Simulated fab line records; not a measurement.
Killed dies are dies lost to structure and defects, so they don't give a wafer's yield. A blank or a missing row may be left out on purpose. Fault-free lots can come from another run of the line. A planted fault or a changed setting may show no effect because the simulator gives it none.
A lot that was struck, set against a sound lot ; flow sky130 ; 37 out of 708 route steps
Sound: these wafers, L472.2, L472.4, L472.6. Struck: wafers L474.3, L474.4, L474.6. The cause comes at the end.
Each step with rows lists, per side, the tool, then ch with its chambers, then its first start. Under that, the readings that differ: sound wafers ; struck wafers ; difference of the means ; sigmas: that difference in standard deviations of wafers without a fault.
alike: readings with means less than 2 such deviations apart, plus words and numbers identical on both sides. not compared: withheld readings, readings lacking a value on some wafer, bounds such as >300 that could conceal the same value, and numbers that have no deviation in the record and whose values overlap.
Wherever a step has rows on one side only, a row that says differs or no value, or a row with sigmas, the two part there. Non-overlapping numbers with no deviation appear without sigmas and do not part them. A reading that every wafer of one side lacks parts them only if that side has two wafers or more.

first, 10 steps without rows for these wafers: SKY_LDD_LDN_SOFTBAKE_03 (time 60 s); SKY_LDD_LDN_EXPOSE_04 (exposes mask LDNTM, target cd 700 nm); SKY_LDD_LDN_PEB_05; SKY_LDD_LDN_DEVELOP_06 (develop time 60 s); SKY_LDD_LDN_IMPLANT_08; SKY_LDD_LDN_IMPLANT_09; SKY_LDD_LDN_IMPLANT_10; SKY_LDD_LDN_IMPLANT_11; SKY_LDD_LDN_STRIP_12 (strips in O2/N2); SKY_LDD_LDN_CLEAN_14 (cleans in SC1/SC2, time 150 s).
SKY_SPACER_CVD_00: deposits Si3N4 from DCS/NH3, target thk 43.1 nm, time 740 s.
  sound on lpcvd-02 ch 1, day 27 02:28; struck on lpcvd-02 ch 0, day 27 22:03
reading;sound;struck;difference;sigmas
spikeTcBottomC (C);790.7 791.8 790.4;799.7 799.1 798.9;+8.3;+8
spikeTcCentreC (C);769.1 771.0 771.5;782.7 780.8 780.2;+10.7;+9
spikeTcLowerC (C);767.6 768.6 768.6;780.5 778.9 780.1;+11.6;+6
spikeTcTopC (C);782.5 781.0 780.3;792.6 791.5 790.8;+10.4;+5
spikeTcUpperC (C);770.7 769.8 771.0;778.5 779.4 780.5;+9.0;+9
susceptorTempC (C);769.9 770.1 770.1;778.6 777.6 778.4;+8.2;+25
zonePowerBottomPct (%);20.48 20.37 20.52;20.95 21.04 21.32;+0.65;+3
model.Si3N4_of_SPACER_CVD_00.thkNm (nm);42.46 42.45 42.9;49.98 49.77 49.7;+7.21;
  alike: zonePowerCentrePct
SKY_SPACER_THK_MEAS_01:
  sound on filmMetro-04 at day 27 03:41; struck on filmMetro-04 at day 27 23:16
reading;sound;struck;difference;sigmas
SPACER_CVD_00_THK (nm);42.4 42.5 42.9;50.0 49.7 49.7;+7.2;+15
SKY_SPACER_ETCHBACK_02: etches Si3N4 in CH3F/O2, stops on SiO2, time 46.7 s, target depth 45 nm.
  sound on rieDiel-01 ch 0,2,3, day 27 03:44; struck on rieDiel-03 ch 0,2, day 27 23:19
reading;sound;struck;difference;sigmas
oesProductAu (a.u.);0.852 0.851 0.852;0.933 0.931 0.920;+0.076;+10
throttleValvePct (%);10.553 10.560 10.561;10.577 10.584 10.582;+0.023;+2
model.etch.depthNm (nm);42.46 42.45 42.9;49.98 49.77 49.7;+7.21;
  alike: drypumpMotorCurrentA
  not compared: rfHoursCounterH
then, 22 steps without rows for these wafers: SKY_POLY_CUT_DEHYDRATE_00 (time 60 s); SKY_POLY_CUT_HMDS_01 (prime time 60 s); SKY_POLY_CUT_COAT_02 (resist thk 60 nm); SKY_POLY_CUT_COAT_03 (resist thk 450 nm); SKY_POLY_CUT_SOFTBAKE_04 (time 90 s); SKY_POLY_CUT_EXPOSE_05 (exposes mask NPCM, target cd 270 nm); SKY_POLY_CUT_PEB_06; SKY_POLY_CUT_DEVELOP_07 (develop time 60 s); SKY_POLY_CUT_ETCH_10 (etches BARC in N2/H2, stops on SiO2, time 45.9 s, target depth 60 nm); SKY_POLY_CUT_ETCH_11 (etches Si3N4 in CF4/CH2F2/Ar, stops on poly-Si, time 42.5 s, target depth 60 nm); SKY_POLY_CUT_STRIP_12 (strips in O2/N2); SKY_SD_P_DEHYDRATE_00 (time 60 s); SKY_SD_P_HMDS_01 (prime time 60 s); SKY_SD_P_COAT_02 (resist thk 1140 nm); SKY_SD_P_SOFTBAKE_03 (time 60 s); SKY_SD_P_EXPOSE_04 (exposes mask PSDM, target cd 380 nm); SKY_SD_P_PEB_05; SKY_SD_P_DEVELOP_06 (develop time 60 s); SKY_SD_P_IMPLANT_09; SKY_SD_P_STRIP_10 (strips in O2/N2); SKY_RES_XHIGH_DEHYDRATE_00 (time 60 s); SKY_RES_XHIGH_HMDS_01 (prime time 60 s).
-- the record jumps here: 5 days lie between the struck wafers' starts before and after (it left off in module RES_XHIGH and takes up again in module SALICIDE, whose first step shown is number 361 of the route) --
SKY_SALICIDE_CLEAN_00: cleans in HF-last, time 30 s.
  sound on wetBench-01 ch 0, day 31 20:07; struck on wetBench-01 ch 1, day 32 15:27
reading;sound;struck;difference;sigmas
model.Si3N4_of_SPACER_CVD_00.thkNm (nm);41.47 41.46 41.9;49.01 48.8 48.72;+7.23;
-- the record jumps here: 16 days lie between the struck wafers' starts before and after (it left off in module SALICIDE and takes up again in module PAD_OPEN, whose first step shown is number 708 of the route) --
SKY_PAD_OPEN_PROBE_99:
  sound on prober-02 at day 48 15:11; struck on prober-02 at day 49 02:29
reading;sound;struck;difference;sigmas
model.etest.pfet_01v8.rOnOhmUm;2915 2884 2895;3138 3184 3154;+261;
model.etest.sonosUncharged.rOnOhmUm;807.3 805.9 815.4;849.9 857.7 853.8;+44.3;
model.etest.pfet_01v8.driveUaUm;193.3 193.2 192;175.7 171.8 174.6;-18.8;
model.etest.pfet_01v8_hvt.driveUaUm;144.5 145.2 143.5;130.1 128.6 128.8;-15.2;
model.etest.sramPfetLatch.driveUaUm;145.6 146 146.8;134.4 121.8 130.2;-17.3;
model.etest.pfet_01v8_mvt.driveUaUm;152.5 153.3 153.2;141.9 139.8 141.1;-12.1;
model.etest.pfet_01v8_lvt.driveUaUm;177.2 174.6 176.1;172.2 170.8 171.3;-4.5;
  alike: killed_at_M0_to_M3, killed_at_M4_up, killedAtContacts, killedAtFrontEnd, killedAtOther, killedDies, killedOpen, killedShort
  not compared: model.etest.nfetG5v0d10v5.rOnOhmUm

== WHERE THEY PART ==
At SKY_SPACER_CVD_00 first; at SKY_SPACER_ETCHBACK_02 last (within this record only). Later steps at which nothing parts them and some readings are alike: SKY_PAD_OPEN_PROBE_99.

WHY: what the simulator had put in
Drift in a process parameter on lpcvd-02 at SKY_SPACER_CVD_00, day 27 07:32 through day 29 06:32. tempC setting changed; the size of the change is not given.
